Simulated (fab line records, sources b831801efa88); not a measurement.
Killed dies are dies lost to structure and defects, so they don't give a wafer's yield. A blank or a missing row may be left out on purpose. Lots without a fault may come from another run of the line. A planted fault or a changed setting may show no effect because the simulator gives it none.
Chamber matching | flow gf180mcu | GF_V3_ETCH_16 on rie_diel-01: 4 sister chambers
The step etches BARC in N2/H2. 14 wafers are shown with their chamber, then 6 later ones without.

WAFERS WITH THEIR CHAMBER
wafer  | chamber | drypump_motor_current_A (A) | oes_product_au (a.u.) | throttle_valve_pct (%)
L251.1 | 0       | 4.9                         | 0.850                 | 13.224
L251.3 | 2       | 5.8                         | 0.866                 | 13.201
L251.4 | 1       | 5.4                         | 0.856                 | 13.220
L252.2 | 0       | 4.8                         | 0.858                 | 13.231
L252.5 | 2       | 5.9                         | 0.854                 | 13.220
L252.6 | 1       | 5.4                         | 0.855                 | 13.223
L263.2 | 2       | 5.9                         | 0.856                 | 13.217
L263.3 | 3       | 5.6                         | 0.848                 | 13.221
L265.1 | 1       | 5.4                         | 0.853                 | 13.234
L265.3 | 2       | 5.8                         | 0.855                 | 13.218
L265.4 | 0       | 4.8                         | 0.855                 | 13.211
L267.1 | 1       | 5.4                         | 0.852                 | 13.219
L267.2 | 3       | 5.6                         | 0.854                 | 13.237
L267.3 | 0       | 4.9                         | 0.852                 | 13.236

SIGNATURES (means of the wafers above)
reading                 | chamber 0 | chamber 1 | chamber 2 | chamber 3 | scatter within a chamber
drypump_motor_current_A | 4.850     | 5.400     | 5.850     | 5.600     | 0.0447
oes_product_au          | 0.85375   | 0.85400   | 0.85775   | 0.85100   | 0.00397
throttle_valve_pct      | 13.22550  | 13.22400  | 13.21400  | 13.22900  | 0.00924
Rule: a wafer's distance from a chamber is the root of the sum, over the readings, of the square of ((its reading less the chamber's mean) divided by the reading's scatter). The wafer belongs to the nearest chamber; if the next one is less than 2 further off, it can't be placed. The scatter: the root of (the sum of the squares of (reading less its chamber's mean) over the shown wafers, divided by (wafers less chambers)).

WAFERS WITHOUT THEIR CHAMBER
wafer  | drypump_motor_current_A (A) | oes_product_au (a.u.) | throttle_valve_pct (%)
L269.3 | 5.6                         | 0.858                 | 13.219
L269.5 | 4.8                         | 0.856                 | 13.219
L269.6 | 5.4                         | 0.857                 | 13.228
L270.2 | 5.4                         | 0.854                 | 13.228
L270.3 | 5.6                         | 0.852                 | 13.227
L270.5 | 5.4                         | 0.846                 | 13.223

WHICH CHAMBER EACH WENT THROUGH
wafer  | from the rows above | in truth
L269.3 | 3                   | 3
L269.5 | 0                   | 0
L269.6 | 1                   | 1
L270.2 | 1                   | 1
L270.3 | 3                   | 3
L270.5 | 1                   | 1
Placed correctly: 6 of 6. Can't be placed from these rows: 0. Placed wrongly: 0.
